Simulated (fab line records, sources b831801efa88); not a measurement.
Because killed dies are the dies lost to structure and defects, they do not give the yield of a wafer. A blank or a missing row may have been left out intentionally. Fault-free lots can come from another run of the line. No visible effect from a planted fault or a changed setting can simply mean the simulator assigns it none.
Check for tools in common + flow sky130 + Sample size 11 lots and 33 wafers

## REASON IT WAS OPENED
Of 11 lots, 2 have the reading LI_CONTACT_W_RS flagged at SKY_LI_CONTACT_RS_MEAS_22. Wafers without a fault read 0.2849 ohm/sq, standard deviation 0.0026.
Rule: a lot gets a flag if all its wafers with a number sit over 4 standard deviations from that mean, or if no wafer of it has a number. As for the other lots, they are considered sound.

| lot  | measured     | on            | LI_CONTACT_W_RS (ohm/sq), wafer by wafer | flag    |
|------|--------------|---------------|------------------------------------------|---------|
| L847 | day 30 17:35 | film_metro-04 | 0.2910 0.2860 0.2827                     |         |
| L849 | day 31 02:58 | film_metro-01 | 0.2874 0.2888 0.2880                     |         |
| L848 | day 31 03:02 | film_metro-03 | 0.3839 0.3842 0.3866                     | FLAGGED |
| L852 | day 32 06:04 | film_metro-01 | 0.3817 0.3804 0.3766                     | FLAGGED |
| L859 | day 34 18:13 | film_metro-01 | 0.2807 0.2861 0.2817                     |         |
| L860 | day 34 21:11 | film_metro-04 | 0.2842 0.2857 0.2864                     |         |
| L861 | day 35 14:46 | film_metro-03 | 0.2861 0.2854 0.2863                     |         |
| L863 | day 35 15:49 | film_metro-01 | 0.2885 0.2870 0.2889                     |         |
| L864 | day 35 18:22 | film_metro-04 | 0.2911 0.2894 0.2862                     |         |
| L865 | day 36 05:29 | film_metro-03 | 0.2823 0.2858 0.2805                     |         |
| L866 | day 36 14:02 | film_metro-03 | 0.2837 0.2835 0.2844                     |         |
The mean of the flagged lots' numbers is 0.3822 ohm/sq, +0.0973 ohm/sq from the usual (+37 standard deviations).

## WHICH TOOL RAN EACH LOT
Before the reading, the record contains 3 process steps out of a 708-step route. Cell contents, in order: the tool; ch with the chambers the sampled wafers went through; the start.
| lot  | flag    | SKY_SD_N_RTA_14                  | SKY_LI_CONTACT_ETCH_15             | SKY_LI_CONTACT_CVD_21         |
|------|---------|----------------------------------|------------------------------------|-------------------------------|
| L847 |         | rtp_anneal-02 ch 0, day 29 11:24 | rie_diel-01 ch 0,1,2, day 30 16:53 | cvd_w-01 ch 0,1, day 30 17:26 |
| L849 |         | rtp_anneal-01 ch 0, day 29 21:34 | rie_diel-03 ch 1,2,3, day 31 02:18 | cvd_w-02 ch 0,1, day 31 02:50 |
| L848 | FLAGGED | rtp_anneal-02 ch 0, day 29 20:49 | rie_diel-04 ch 1,2,3, day 31 02:11 | cvd_w-01 ch 0,1, day 31 02:55 |
| L852 | FLAGGED | rtp_anneal-02 ch 0, day 31 00:56 | rie_diel-01 ch 1,2, day 32 05:15   | cvd_w-01 ch 0,1, day 32 05:56 |
| L859 |         | rtp_anneal-01 ch 0, day 33 14:02 | rie_diel-01 ch 1,2, day 34 17:33   | cvd_w-02 ch 0,1, day 34 18:05 |
| L860 |         | rtp_anneal-02 ch 0, day 33 16:10 | rie_diel-01 ch 1,3, day 34 20:30   | cvd_w-01 ch 0,1, day 34 21:02 |
| L861 |         | rtp_anneal-02 ch 0, day 34 09:58 | rie_diel-01 ch 0,1, day 35 14:06   | cvd_w-01 ch 0,1, day 35 14:38 |
| L863 |         | rtp_anneal-01 ch 0, day 34 11:35 | rie_diel-01 ch 0,1,2, day 35 14:56 | cvd_w-01 ch 0,1, day 35 15:40 |
| L864 |         | rtp_anneal-02 ch 0, day 34 13:59 | rie_diel-04 ch 1,2,3, day 35 17:42 | cvd_w-01 ch 0,1, day 35 18:14 |
| L865 |         | rtp_anneal-01 ch 0, day 35 02:26 | rie_diel-04 ch 1,2,3, day 36 04:47 | cvd_w-01 ch 0,1, day 36 05:20 |
| L866 |         | rtp_anneal-02 ch 0, day 35 09:28 | rie_diel-01 ch 0,2,3, day 36 13:23 | cvd_w-01 ch 0,1, day 36 13:55 |
What is done by these steps:
- SKY_SD_N_RTA_14: time 2 s.
- SKY_LI_CONTACT_ETCH_15: etches PSG in C4F8/O2/Ar, stops on Si, target depth 600 nm.
- SKY_LI_CONTACT_CVD_21: deposits W, target thk 400 nm, time 120.56 s.
- SKY_LI_CONTACT_RS_MEAS_22: measures by four-point-probe.

## FLAGGED OVER TOTAL, TOOL BY TOOL (the gauges that took the reading come last)
| step                      | tool          | lots run | flagged | share of the flagged lots | sound lots run after its first flagged lot |
|---------------------------|---------------|----------|---------|---------------------------|--------------------------------------------|
| SKY_SD_N_RTA_14           | rtp_anneal-01 | 4        | 0       | none                      | -                                          |
| SKY_SD_N_RTA_14           | rtp_anneal-02 | 7        | 2       | all                       | 4 (L860,L861,L864,L866)                    |
| SKY_LI_CONTACT_ETCH_15    | rie_diel-01   | 7        | 1       | some                      | 5 (L859,L860,L861,L863,L866)               |
| SKY_LI_CONTACT_ETCH_15    | rie_diel-03   | 1        | 0       | none                      | -                                          |
| SKY_LI_CONTACT_ETCH_15    | rie_diel-04   | 3        | 1       | some                      | 2 (L864,L865)                              |
| SKY_LI_CONTACT_CVD_21     | cvd_w-01      | 9        | 2       | all                       | 6 (L860,L861,L863,L864,L865,L866)          |
| SKY_LI_CONTACT_CVD_21     | cvd_w-02      | 2        | 0       | none                      | -                                          |
| SKY_LI_CONTACT_RS_MEAS_22 | film_metro-01 | 4        | 1       | some                      | 2 (L859,L863)                              |
| SKY_LI_CONTACT_RS_MEAS_22 | film_metro-03 | 4        | 1       | some                      | 3 (L861,L865,L866)                         |
| SKY_LI_CONTACT_RS_MEAS_22 | film_metro-04 | 3        | 0       | none                      | -                                          |

## WHAT THE TABLE PERMITS
Rows of the table that ran all the flagged lots, 2 in number: rtp_anneal-02 at SKY_SD_N_RTA_14; cvd_w-01 at SKY_LI_CONTACT_CVD_21.
- rtp_anneal-02 at SKY_SD_N_RTA_14 ran 7 lots, 2 of them flagged. Sound lots ran on it after the first flagged one (L860, L861, L864, L866), which a lasting fault on the whole tool wouldn't allow.
- cvd_w-01 at SKY_LI_CONTACT_CVD_21 ran 9 lots, 2 of them flagged. Sound lots ran on it after the first flagged one (L860, L861, L863, L864, L865, L866), which a lasting fault on the whole tool wouldn't allow. Its own readings (susceptor_temp_C) fall more than 4 standard deviations out on all wafers of the flagged lots.
Not one row of the table ran every flagged lot while running no sound lot after the first.

## WHAT HAD BEEN PUT IN BY THE SIMULATOR
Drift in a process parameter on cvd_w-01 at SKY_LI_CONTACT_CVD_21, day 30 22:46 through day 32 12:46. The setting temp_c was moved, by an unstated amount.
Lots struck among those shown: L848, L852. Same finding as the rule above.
